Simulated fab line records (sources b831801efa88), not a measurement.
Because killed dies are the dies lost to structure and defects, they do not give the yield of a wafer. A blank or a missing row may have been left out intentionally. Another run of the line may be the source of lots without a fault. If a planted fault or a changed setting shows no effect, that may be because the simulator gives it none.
Commonality check across tools :: flow sky130 :: Sampled: 13 lots, 39 wafers

## REASON IT WAS OPENED
At SKY_SONOS_ONO_THK_MEAS_01 the reading SONOS_ONO_OXIDATION_THK is flagged on 2 of 13 lots. Wafers without a fault read 2.61 nm, standard deviation 0.062.
Rule: a lot is flagged when every wafer of it that has a number lies more than 4 standard deviations from that mean, or none has a number. As for the other lots, they are considered sound.

lot: L402
measured: day 12 02:17
on: film metro-01
SONOS_ONO_OXIDATION_THK (nm), wafer by wafer: 2.56 2.55 2.54
flag: 

lot: L404
measured: day 12 14:40
on: film metro-04
SONOS_ONO_OXIDATION_THK (nm), wafer by wafer: 2.64 2.65 2.55
flag: 

lot: L406
measured: day 12 20:53
on: film metro-01
SONOS_ONO_OXIDATION_THK (nm), wafer by wafer: 2.63 2.59 2.65
flag: 

lot: L408
measured: day 13 11:10
on: film metro-02
SONOS_ONO_OXIDATION_THK (nm), wafer by wafer: 2.96 2.99 2.96
flag: FLAGGED

lot: L409
measured: day 14 02:28
on: film metro-02
SONOS_ONO_OXIDATION_THK (nm), wafer by wafer: 2.62 2.67 2.66
flag: 

lot: L410
measured: day 14 07:36
on: film metro-04
SONOS_ONO_OXIDATION_THK (nm), wafer by wafer: 2.90 2.92 2.91
flag: FLAGGED

lot: L417
measured: day 16 09:08
on: film metro-01
SONOS_ONO_OXIDATION_THK (nm), wafer by wafer: 2.62 2.57 2.61
flag: 

lot: L420
measured: day 17 08:35
on: film metro-04
SONOS_ONO_OXIDATION_THK (nm), wafer by wafer: 2.57 2.55 2.53
flag: 

lot: L421
measured: day 17 15:54
on: film metro-01
SONOS_ONO_OXIDATION_THK (nm), wafer by wafer: 2.69 2.72 2.66
flag: 

lot: L422
measured: day 18 12:45
on: film metro-01
SONOS_ONO_OXIDATION_THK (nm), wafer by wafer: 2.65 2.66 2.71
flag: 

lot: L423
measured: day 19 09:54
on: film metro-04
SONOS_ONO_OXIDATION_THK (nm), wafer by wafer: 2.68 2.61 2.70
flag: 

lot: L424
measured: day 19 15:59
on: film metro-01
SONOS_ONO_OXIDATION_THK (nm), wafer by wafer: 2.74 2.71 2.66
flag: 

lot: L425
measured: day 19 17:39
on: film metro-04
SONOS_ONO_OXIDATION_THK (nm), wafer by wafer: 2.54 2.53 2.69
flag: 
The numbers of the flagged lots are 2.94 nm on average: +0.33 nm against the usual, or +5 standard deviations.

## WHICH TOOL EACH LOT WENT THROUGH
The record holds 2 process steps before the reading, out of a route of 708 steps. Read each cell as the tool, then ch plus the chambers that the sampled wafers visited, then the start.
lot: L402
flag: 
SKY_VT_ADJUST_NCORE_STRIP_10: plasma asher-04 ch 0,1, day 9 04:25
SKY_SONOS_ONO_OXIDATION_00: furnace-02 ch 0, day 12 00:55

lot: L404
flag: 
SKY_VT_ADJUST_NCORE_STRIP_10: plasma asher-02 ch 0,1, day 9 14:31
SKY_SONOS_ONO_OXIDATION_00: furnace-01 ch 0, day 12 13:19

lot: L406
flag: 
SKY_VT_ADJUST_NCORE_STRIP_10: plasma asher-02 ch 0,1, day 9 19:41
SKY_SONOS_ONO_OXIDATION_00: furnace-01 ch 0, day 12 19:32

lot: L408
flag: FLAGGED
SKY_VT_ADJUST_NCORE_STRIP_10: plasma asher-04 ch 0,1, day 10 08:29
SKY_SONOS_ONO_OXIDATION_00: furnace-01 ch 0, day 13 09:49

lot: L409
flag: 
SKY_VT_ADJUST_NCORE_STRIP_10: plasma asher-02 ch 0,1, day 10 21:02
SKY_SONOS_ONO_OXIDATION_00: furnace-02 ch 0, day 14 01:07

lot: L410
flag: FLAGGED
SKY_VT_ADJUST_NCORE_STRIP_10: plasma asher-02 ch 0,1, day 11 00:58
SKY_SONOS_ONO_OXIDATION_00: furnace-01 ch 0, day 14 06:16

lot: L417
flag: 
SKY_VT_ADJUST_NCORE_STRIP_10: plasma asher-02 ch 0,1, day 12 20:35
SKY_SONOS_ONO_OXIDATION_00: furnace-02 ch 0, day 16 07:46

lot: L420
flag: 
SKY_VT_ADJUST_NCORE_STRIP_10: plasma asher-04 ch 0,1, day 13 20:01
SKY_SONOS_ONO_OXIDATION_00: furnace-02 ch 0, day 17 07:14

lot: L421
flag: 
SKY_VT_ADJUST_NCORE_STRIP_10: plasma asher-02 ch 0,1, day 14 02:38
SKY_SONOS_ONO_OXIDATION_00: furnace-02 ch 0, day 17 14:33

lot: L422
flag: 
SKY_VT_ADJUST_NCORE_STRIP_10: plasma asher-01 ch 0,1, day 14 20:29
SKY_SONOS_ONO_OXIDATION_00: furnace-01 ch 0, day 18 11:23

lot: L423
flag: 
SKY_VT_ADJUST_NCORE_STRIP_10: plasma asher-01 ch 0,1, day 15 13:31
SKY_SONOS_ONO_OXIDATION_00: furnace-02 ch 0, day 19 08:33

lot: L424
flag: 
SKY_VT_ADJUST_NCORE_STRIP_10: plasma asher-01 ch 0,1, day 15 19:55
SKY_SONOS_ONO_OXIDATION_00: furnace-01 ch 0, day 19 14:38

lot: L425
flag: 
SKY_VT_ADJUST_NCORE_STRIP_10: plasma asher-01 ch 0,1, day 15 21:29
SKY_SONOS_ONO_OXIDATION_00: furnace-02 ch 0, day 19 16:17
These steps, and what they do:
- SKY_VT_ADJUST_NCORE_STRIP_10: strips in O2/N2.
- SKY_SONOS_ONO_OXIDATION_00: stabilise 600 s, purge 300 s, target thk 2.6 nm.
- SKY_SONOS_ONO_THK_MEAS_01

## FLAGGED AGAINST TOTAL, ONE TOOL AT A TIME (gauges that did the reading follow at the end)
step: SKY_VT_ADJUST_NCORE_STRIP_10
tool: plasma asher-01
lots run: 4
flagged: 0
share of the flagged lots: none
sound lots run after its first flagged lot: -

step: SKY_VT_ADJUST_NCORE_STRIP_10
tool: plasma asher-02
lots run: 6
flagged: 1
share of the flagged lots: some
sound lots run after its first flagged lot: 2 (L417,L421)

step: SKY_VT_ADJUST_NCORE_STRIP_10
tool: plasma asher-04
lots run: 3
flagged: 1
share of the flagged lots: some
sound lots run after its first flagged lot: 1 (L420)

step: SKY_SONOS_ONO_OXIDATION_00
tool: furnace-01
lots run: 6
flagged: 2
share of the flagged lots: all
sound lots run after its first flagged lot: 2 (L422,L424)

step: SKY_SONOS_ONO_OXIDATION_00
tool: furnace-02
lots run: 7
flagged: 0
share of the flagged lots: none
sound lots run after its first flagged lot: -

step: SKY_SONOS_ONO_THK_MEAS_01
tool: film metro-01
lots run: 6
flagged: 0
share of the flagged lots: none
sound lots run after its first flagged lot: -

step: SKY_SONOS_ONO_THK_MEAS_01
tool: film metro-02
lots run: 2
flagged: 1
share of the flagged lots: some
sound lots run after its first flagged lot: 1 (L409)

step: SKY_SONOS_ONO_THK_MEAS_01
tool: film metro-04
lots run: 5
flagged: 1
share of the flagged lots: some
sound lots run after its first flagged lot: 3 (L420,L423,L425)

## WHAT THE TABLE PERMITS
In the table, 1 row covers all flagged lots: furnace-01 at SKY_SONOS_ONO_OXIDATION_00.
- furnace-01 at SKY_SONOS_ONO_OXIDATION_00: 2 of its 6 lots flagged. After the first flagged lot (L422, L424), sound lots still ran on it; a lasting fault on the whole tool would not permit that.
Not one row of the table ran every flagged lot while running no sound lot after the first.

## WHAT THE SIMULATOR PUT IN
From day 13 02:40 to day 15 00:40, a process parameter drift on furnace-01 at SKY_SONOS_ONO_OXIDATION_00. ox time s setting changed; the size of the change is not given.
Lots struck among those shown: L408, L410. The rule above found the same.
